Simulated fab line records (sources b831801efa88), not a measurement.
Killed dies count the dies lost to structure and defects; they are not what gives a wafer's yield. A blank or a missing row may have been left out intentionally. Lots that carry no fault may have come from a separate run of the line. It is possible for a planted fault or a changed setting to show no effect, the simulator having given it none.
What tool caused it? :: flow gf180mcu :: 39 wafers from 13 lots sampled at 4 of the route's 602 steps

== WHAT THE GAUGES READ, wafer by wafer ==
GF_PASSIVATION_BOW_MEAS_14.
lot: L749
measured: day 29 02:08
on: filmMetro-01
PASSIVATION_BOW (um): 132 120 137

lot: L750
measured: day 29 07:20
on: filmMetro-02
PASSIVATION_BOW (um): 126 124 137

lot: L751
measured: day 29 10:27
on: filmMetro-01
PASSIVATION_BOW (um): 168 156 153

lot: L752
measured: day 29 22:38
on: filmMetro-04
PASSIVATION_BOW (um): 143 141 133

lot: L753
measured: day 30 06:42
on: filmMetro-01
PASSIVATION_BOW (um): 147 136 139

lot: L756
measured: day 30 18:10
on: filmMetro-01
PASSIVATION_BOW (um): 130 136 128

lot: L758
measured: day 31 12:31
on: filmMetro-04
PASSIVATION_BOW (um): 156 151 152

lot: L760
measured: day 32 06:20
on: filmMetro-02
PASSIVATION_BOW (um): 120 134 136

lot: L763
measured: day 33 01:04
on: filmMetro-02
PASSIVATION_BOW (um): 125 131 129

lot: L764
measured: day 33 03:03
on: filmMetro-04
PASSIVATION_BOW (um): 134 137 130

lot: L767
measured: day 33 16:53
on: filmMetro-01
PASSIVATION_BOW (um): 126 146 131

lot: L768
measured: day 34 02:20
on: filmMetro-01
PASSIVATION_BOW (um): 129 130 128

lot: L772
measured: day 35 03:32
on: filmMetro-01
PASSIVATION_BOW (um): 125 112 104

== EACH LOT AND THE TOOL THAT RAN IT (in order: tool; ch and the chambers of the sampled wafers; start) ==
lot: L749
GF_V5_ETCH_17: rieDiel-01 ch 0,2,3, day 27 05:00
GF_TOP_METAL_SPUTTER_03: pvdSputter-03, day 27 07:19
GF_PASSIVATION_CVD_00: pecvd-01 ch 0,1,2, day 28 04:04

lot: L750
GF_V5_ETCH_17: rieDiel-03 ch 0,2,3, day 27 10:00
GF_TOP_METAL_SPUTTER_03: pvdSputter-02, day 27 12:29
GF_PASSIVATION_CVD_00: pecvd-02 ch 0,1,2, day 28 09:22

lot: L751
GF_V5_ETCH_17: rieDiel-01 ch 0,2, day 27 16:00
GF_TOP_METAL_SPUTTER_03: pvdSputter-02, day 27 17:44
GF_PASSIVATION_CVD_00: pecvd-02 ch 1,2, day 28 13:25

lot: L752
GF_V5_ETCH_17: rieDiel-03 ch 2,3, day 28 03:00
GF_TOP_METAL_SPUTTER_03: pvdSputter-03, day 28 05:01
GF_PASSIVATION_CVD_00: pecvd-04 ch 0,2, day 29 01:25

lot: L753
GF_V5_ETCH_17: rieDiel-02 ch 1,2,3, day 28 12:00
GF_TOP_METAL_SPUTTER_03: pvdSputter-03, day 28 13:57
GF_PASSIVATION_CVD_00: pecvd-02 ch 0,2, day 29 09:44

lot: L756
GF_V5_ETCH_17: rieDiel-01 ch 1,2,3, day 29 01:00
GF_TOP_METAL_SPUTTER_03: pvdSputter-02, day 29 03:21
GF_PASSIVATION_CVD_00: pecvd-01 ch 0,1,2, day 29 22:46

lot: L758
GF_V5_ETCH_17: rieDiel-02 ch 0,1,2, day 29 20:00
GF_TOP_METAL_SPUTTER_03: pvdSputter-01, day 29 22:29
GF_PASSIVATION_CVD_00: pecvd-02 ch 0,1, day 30 17:04

lot: L760
GF_V5_ETCH_17: rieDiel-03 ch 1,3, day 30 16:00
GF_TOP_METAL_SPUTTER_03: pvdSputter-03, day 30 17:39
GF_PASSIVATION_CVD_00: pecvd-02 ch 1,2, day 31 12:01

lot: L763
GF_V5_ETCH_17: rieDiel-03 ch 0,2, day 31 11:00
GF_TOP_METAL_SPUTTER_03: pvdSputter-01, day 31 12:58
GF_PASSIVATION_CVD_00: pecvd-01 ch 0,2, day 32 06:49

lot: L764
GF_V5_ETCH_17: rieDiel-01 ch 0,1,2, day 31 13:00
GF_TOP_METAL_SPUTTER_03: pvdSputter-02, day 31 14:56
GF_PASSIVATION_CVD_00: pecvd-02 ch 0,2, day 32 08:38

lot: L767
GF_V5_ETCH_17: rieDiel-03 ch 0,3, day 32 05:00
GF_TOP_METAL_SPUTTER_03: pvdSputter-02, day 32 06:45
GF_PASSIVATION_CVD_00: pecvd-01 ch 1,2, day 32 23:17

lot: L768
GF_V5_ETCH_17: rieDiel-03 ch 0,1, day 32 14:00
GF_TOP_METAL_SPUTTER_03: pvdSputter-02, day 32 15:50
GF_PASSIVATION_CVD_00: pecvd-04 ch 1,2, day 33 08:40

lot: L772
GF_V5_ETCH_17: rieDiel-02 ch 0,2, day 33 18:00
GF_TOP_METAL_SPUTTER_03: pvdSputter-01, day 33 19:47
GF_PASSIVATION_CVD_00: pecvd-04 ch 0,2, day 34 10:49
- GF_V5_ETCH_17: etches SiO2 in C4F8/O2/Ar, stops on TiN, target depth 855 nm.
- GF_TOP_METAL_SPUTTER_03: material Ti, target thk 5 nm, time 3.3 s.
- GF_PASSIVATION_CVD_00: deposits SiO2 from TEOS, target thk 1000 nm, time 111.95 s.

== AS READ BY THE TOOLS THEMSELVES (means over the sampled wafers that have a number; for cases with no such wafer, the mark the record gives instead) ==
GF_V5_ETCH_17.
lot: L749
tool: rieDiel-01
oesProductAu (a.u.): 0.861

lot: L750
tool: rieDiel-03
oesProductAu (a.u.): 0.860

lot: L751
tool: rieDiel-01
oesProductAu (a.u.): 0.857

lot: L752
tool: rieDiel-03
oesProductAu (a.u.): 0.864

lot: L753
tool: rieDiel-02
oesProductAu (a.u.): 0.858

lot: L756
tool: rieDiel-01
oesProductAu (a.u.): 0.861

lot: L758
tool: rieDiel-02
oesProductAu (a.u.): 0.864

lot: L760
tool: rieDiel-03
oesProductAu (a.u.): 0.857

lot: L763
tool: rieDiel-03
oesProductAu (a.u.): 0.860

lot: L764
tool: rieDiel-01
oesProductAu (a.u.): 0.858

lot: L767
tool: rieDiel-03
oesProductAu (a.u.): 0.859

lot: L768
tool: rieDiel-03
oesProductAu (a.u.): 0.861

lot: L772
tool: rieDiel-02
oesProductAu (a.u.): 0.859

GF_TOP_METAL_SPUTTER_03.
lot: L749
tool: pvdSputter-03
throttleValvePct (%): 31.8

lot: L750
tool: pvdSputter-02
throttleValvePct (%): 29.0

lot: L751
tool: pvdSputter-02
throttleValvePct (%): 29.7

lot: L752
tool: pvdSputter-03
throttleValvePct (%): 31.1

lot: L753
tool: pvdSputter-03
throttleValvePct (%): 30.8

lot: L756
tool: pvdSputter-02
throttleValvePct (%): 29.3

lot: L758
tool: pvdSputter-01
throttleValvePct (%): 31.1

lot: L760
tool: pvdSputter-03
throttleValvePct (%): 31.6

lot: L763
tool: pvdSputter-01
throttleValvePct (%): 31.1

lot: L764
tool: pvdSputter-02
throttleValvePct (%): 29.3

lot: L767
tool: pvdSputter-02
throttleValvePct (%): 29.5

lot: L768
tool: pvdSputter-02
throttleValvePct (%): 29.2

lot: L772
tool: pvdSputter-01
throttleValvePct (%): 30.9

GF_PASSIVATION_CVD_00.
lot: L749
tool: pecvd-01
heaterPowerOuterW (W): 334
heaterPowerW (W): 604

lot: L750
tool: pecvd-02
heaterPowerOuterW (W): 332
heaterPowerW (W): 530

lot: L751
tool: pecvd-02
heaterPowerOuterW (W): 308
heaterPowerW (W): 494

lot: L752
tool: pecvd-04
heaterPowerOuterW (W): 373
heaterPowerW (W): 655

lot: L753
tool: pecvd-02
heaterPowerOuterW (W): 389
heaterPowerW (W): 584

lot: L756
tool: pecvd-01
heaterPowerOuterW (W): 359
heaterPowerW (W): 636

lot: L758
tool: pecvd-02
heaterPowerOuterW (W): 313
heaterPowerW (W): 515

lot: L760
tool: pecvd-02
heaterPowerOuterW (W): 362
heaterPowerW (W): 547

lot: L763
tool: pecvd-01
heaterPowerOuterW (W): 320
heaterPowerW (W): 553

lot: L764
tool: pecvd-02
heaterPowerOuterW (W): 394
heaterPowerW (W): 632

lot: L767
tool: pecvd-01
heaterPowerOuterW (W): 368
heaterPowerW (W): 679

lot: L768
tool: pecvd-04
heaterPowerOuterW (W): 310
heaterPowerW (W): 556

lot: L772
tool: pecvd-04
heaterPowerOuterW (W): 359
heaterPowerW (W): 668

== THE ANSWER, worked out from the rows above alone ==
Rule: the usual values come from the lots themselves. The widest of any qualifying gaps counts: lots, ordered by their means at a reading, are off when they make up no more than a third of the lots, leave a main group of 4 or more, and stand apart from it by 3 or more times the standard deviation of that group's means. The tables above print the reading to a certain number of digits; a main group whose means all agree to those digits is not used. Also off: a lot with no number at a reading for which 4 or more lots have one. Where the step has rows for the other lots, those lots are counted as sound. After the gauges, taken in route order, come the tools' own readings; for these a lot's mean is taken, as printed above. The first step at which some lot is off is used, and at that step the reading that is off furthest; a lot without a number counts as furthest.
None of the lots is off at any reading shown; this tells nothing.

== WHAT THE SIMULATOR PUT IN ==
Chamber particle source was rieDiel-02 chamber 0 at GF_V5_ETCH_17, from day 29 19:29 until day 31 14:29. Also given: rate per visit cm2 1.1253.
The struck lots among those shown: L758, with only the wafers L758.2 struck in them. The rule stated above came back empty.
